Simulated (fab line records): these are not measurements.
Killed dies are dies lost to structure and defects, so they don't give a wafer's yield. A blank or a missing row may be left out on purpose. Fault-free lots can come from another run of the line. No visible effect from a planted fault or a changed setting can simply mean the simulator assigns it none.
Which tool is to blame? ; flow gf180mcu ; 12 lots, 36 wafers sampled, at 6 steps of a route of 602

## WHAT THE GAUGES SHOWED, per wafer
GF_HV_LDD_CD_MEAS_31: the cd target is 400 nm. Usual: cd_nm reads 399.7 nm (standard deviation 2.4).
lot;measured;on;cd_nm (nm);flag
L683;day 11 13:34;cd_sem-02;397.5 395.5 396.4;
L685;day 12 01:25;cd_sem-01;400.0 401.6 402.5;
L690;day 13 20:07;cd_sem-01;401.4 402.5 401.6;
L691;day 14 10:03;cd_sem-02;398.3 396.7 396.1;
L692;day 14 10:21;cd_sem-02;400.3 399.5 399.5;
L695;day 15 12:43;cd_sem-02;400.8 404.3 404.0;
L696;day 15 20:55;cd_sem-02;402.4 400.2 401.7;
L697;day 16 07:52;cd_sem-01;401.0 397.5 397.7;
L698;day 16 18:17;cd_sem-02;397.3 398.1 399.3;
L702;day 17 17:45;cd_sem-01;396.5 399.4 396.8;
L703;day 18 01:01;cd_sem-02;399.4 399.1 398.9;
L705;day 18 20:14;cd_sem-02;400.0 398.0 399.9;

GF_PSD_TW_MEAS_11. Usual: PSD_TW typically reads 3191, with standard deviation 32.
lot;measured;on;PSD_TW;flag
L683;day 14 04:35;film_metro-02;3174 3168 3173;
L685;day 14 19:19;film_metro-03;3197 3193 3200;
L690;day 16 16:55;film_metro-01;31 30 31 30 30 30;OFF
L691;day 17 08:20;film_metro-03;30 30 30 30 30 30;OFF
L692;day 17 08:38;film_metro-03;30 30 30 30 30 30;OFF
L695;day 18 14:40;film_metro-02;3142 3133 3146;
L696;day 18 21:41;film_metro-01;3214 3206 3195;
L697;day 19 09:52;film_metro-01;3199 3229 3222;
L698;day 19 21:56;film_metro-03;3211 3185 3199;
L702;day 20 22:07;film_metro-02;3136 3156 3141;
L703;day 21 05:40;film_metro-01;3235 3211 3220;
L705;day 21 23:56;film_metro-03;3208 3208 3196;

GF_CONTACT_THK_MEAS_01. Usual: CONTACT_CVD_00_THK typically reads 299.1 nm, with standard deviation 2.9.
lot;measured;on;CONTACT_CVD_00_THK (nm);flag
L683;day 15 03:10;film_metro-02;293.6 298.4 295.1;
L685;day 15 17:59;film_metro-03;297.1 302.1 305.0;
L695;day 19 14:58;film_metro-02;298.7 296.2 296.4;
L696;day 19 23:16;film_metro-02;296.9 296.6 297.6;
L697;day 20 11:14;film_metro-03;300.0 304.5 303.2;
L698;day 20 23:14;film_metro-04;297.4 297.3 300.7;
L702;day 21 23:11;film_metro-04;299.5 298.2 301.5;
L703;day 22 06:56;film_metro-03;299.6 297.0 294.3;
L705;day 23 00:22;film_metro-04;300.0 298.7 297.4;

## WHAT TOOL EACH LOT RAN ON (gives the tool, then ch and the chambers of the sampled wafers, and finally the start)
lot;GF_NSD_STRIP_11;GF_PSD_STRIP_10;GF_SALICIDE_SPUTTER_03
L683;plasma_asher-04 ch 0,1, day 13 07:51;plasma_asher-03 ch 0,1, day 14 04:30;pvd_sputter-02, day 15 02:36
L685;plasma_asher-04 ch 0,1, day 13 22:49;plasma_asher-03 ch 0,1, day 14 19:13;pvd_sputter-04, day 15 17:26
L690;plasma_asher-04 ch 0,1, day 15 18:19;plasma_asher-03 ch 0,1, day 16 16:49;-
L691;plasma_asher-03 ch 1, day 16 09:11;plasma_asher-03 ch 0,1, day 17 08:14;-
L692;plasma_asher-04 ch 0,1, day 16 09:37;plasma_asher-01 ch 0,1, day 17 08:32;-
L695;plasma_asher-01 ch 0,1, day 17 14:38;plasma_asher-01 ch 0,1, day 18 14:34;pvd_sputter-02, day 19 14:23
L696;plasma_asher-04 ch 0,1, day 17 22:16;plasma_asher-01 ch 0,1, day 18 21:35;pvd_sputter-02, day 19 22:41
L697;plasma_asher-04 ch 0, day 18 10:47;plasma_asher-01 ch 0, day 19 09:46;pvd_sputter-02, day 20 10:41
L698;plasma_asher-03 ch 1, day 18 21:25;plasma_asher-02 ch 0,1, day 19 21:50;pvd_sputter-01, day 20 22:41
L702;plasma_asher-04 ch 0,1, day 19 21:50;plasma_asher-01 ch 0,1, day 20 22:01;pvd_sputter-04, day 21 22:37
L703;plasma_asher-04 ch 0,1, day 20 05:20;plasma_asher-01 ch 0,1, day 21 05:34;pvd_sputter-01, day 22 06:16
L705;plasma_asher-01 ch 0,1, day 21 00:22;plasma_asher-03 ch 0,1, day 21 23:50;pvd_sputter-04, day 22 23:47
- GF_NSD_STRIP_11: strips in O2/N2.
- GF_PSD_STRIP_10: strips in O2/N2.
- GF_SALICIDE_SPUTTER_03: material TiN, target thk 20 nm, time 16.7 s.

## AS READ BY THE TOOLS THEMSELVES (means over the sampled wafers that have a number; for cases with no such wafer, the mark the record gives instead)
GF_NSD_STRIP_11. Usual: chamber_pressure_mTorr 1500 mTorr, standard deviation 5; drypump_motor_current_A 5.7 A, standard deviation 0.49; heater_power_w 318 W, standard deviation 33; oes_product_au 0.487 a.u., standard deviation 0.0043; strip_time_to_endpoint_s 22.96 s, standard deviation 0.04.
lot;tool;chamber_pressure_mTorr (mTorr);drypump_motor_current_A (A);heater_power_w (W);oes_product_au (a.u.);strip_time_to_endpoint_s (s);flag
L683;plasma_asher-04;1500;5.5;311;0.480;22.93;
L685;plasma_asher-04;1499;5.3;302;0.488;22.98;
L690;plasma_asher-04;-;-;-;-;-;OFF
L691;plasma_asher-03;-;-;-;-;-;OFF
L692;plasma_asher-04;-;-;-;-;-;OFF
L695;plasma_asher-01;1500;5.8;346;0.489;22.93;
L696;plasma_asher-04;1501;5.4;298;0.491;22.94;
L697;plasma_asher-04;1499;5.7;323;0.490;23.02;
L698;plasma_asher-03;1501;6.6;361;0.486;22.94;
L702;plasma_asher-04;1499;5.5;310;0.487;22.97;
L703;plasma_asher-04;1500;5.4;296;0.488;22.94;
L705;plasma_asher-01;1500;5.5;317;0.487;22.99;

GF_PSD_STRIP_10. Usual: chamber_pressure_mTorr 1500.1 mTorr, standard deviation 1.4; drypump_motor_current_A 6.1 A, standard deviation 0.52; heater_power_w 338 W, standard deviation 37; oes_product_au 0.592 a.u., standard deviation 0.0047; strip_time_to_endpoint_s 16.53 s, standard deviation 0.033.
lot;tool;chamber_pressure_mTorr (mTorr);drypump_motor_current_A (A);heater_power_w (W);oes_product_au (a.u.);strip_time_to_endpoint_s (s);flag
L683;plasma_asher-03;1500.8;6.6;350;0.590;16.48;
L685;plasma_asher-03;1500.0;6.5;346;0.597;16.52;
L690;plasma_asher-03;1499.5;6.6;344;0.655;31.46;OFF
L691;plasma_asher-03;1499.2;6.6;333;0.656;31.43;OFF
L692;plasma_asher-01;1500.5;5.8;345;0.657;31.51;OFF
L695;plasma_asher-01;1499.8;5.5;316;0.590;16.51;
L696;plasma_asher-01;1498.8;5.8;345;0.589;16.52;
L697;plasma_asher-01;1498.7;5.3;285;0.589;16.55;
L698;plasma_asher-02;1499.3;5.8;363;0.593;16.53;
L702;plasma_asher-01;1500.0;5.8;352;0.589;16.55;
L703;plasma_asher-01;1500.7;5.8;348;0.592;16.50;
L705;plasma_asher-03;1501.8;6.6;351;0.594;16.54;

GF_SALICIDE_SPUTTER_03. Usual: throttle_valve_pct reads 29.8 % (standard deviation 0.85).
lot;tool;throttle_valve_pct (%);flag
L683;pvd_sputter-02;29.6;
L685;pvd_sputter-04;30.1;
L695;pvd_sputter-02;29.6;
L696;pvd_sputter-02;29.7;
L697;pvd_sputter-02;30.4;
L698;pvd_sputter-01;29.8;
L702;pvd_sputter-04;30.4;
L703;pvd_sputter-01;29.0;
L705;pvd_sputter-04;30.5;

## THE ANSWER, worked out from the rows above alone
Rule: lot off if the mean of its wafers having a number is beyond 3 standard deviations from the usual mean. A lot without any number at a reading at which 4 lots or more have one is off too. Any other lot the step has rows for is counted as sound. Order of review: gauges by route order, followed by the tools' own readings, for which a lot's mean as printed above is used. At the first step where some lot is off, the reading lying furthest off is the one used; lots without a number count as furthest.
Off: at GF_PSD_TW_MEAS_11 (PSD_TW), L690, L691, L692.
A tool fits if, at a process step before that reading, it ran every lot that is off, and no sound lot after the first of them. The gauges at GF_PSD_TW_MEAS_11 aren't tried: what is off there is off at GF_NSD_STRIP_11 too, on other tools, and a gauge's error can't cause that. None of those tried fits.

## WHAT WAS PUT IN BY THE SIMULATOR
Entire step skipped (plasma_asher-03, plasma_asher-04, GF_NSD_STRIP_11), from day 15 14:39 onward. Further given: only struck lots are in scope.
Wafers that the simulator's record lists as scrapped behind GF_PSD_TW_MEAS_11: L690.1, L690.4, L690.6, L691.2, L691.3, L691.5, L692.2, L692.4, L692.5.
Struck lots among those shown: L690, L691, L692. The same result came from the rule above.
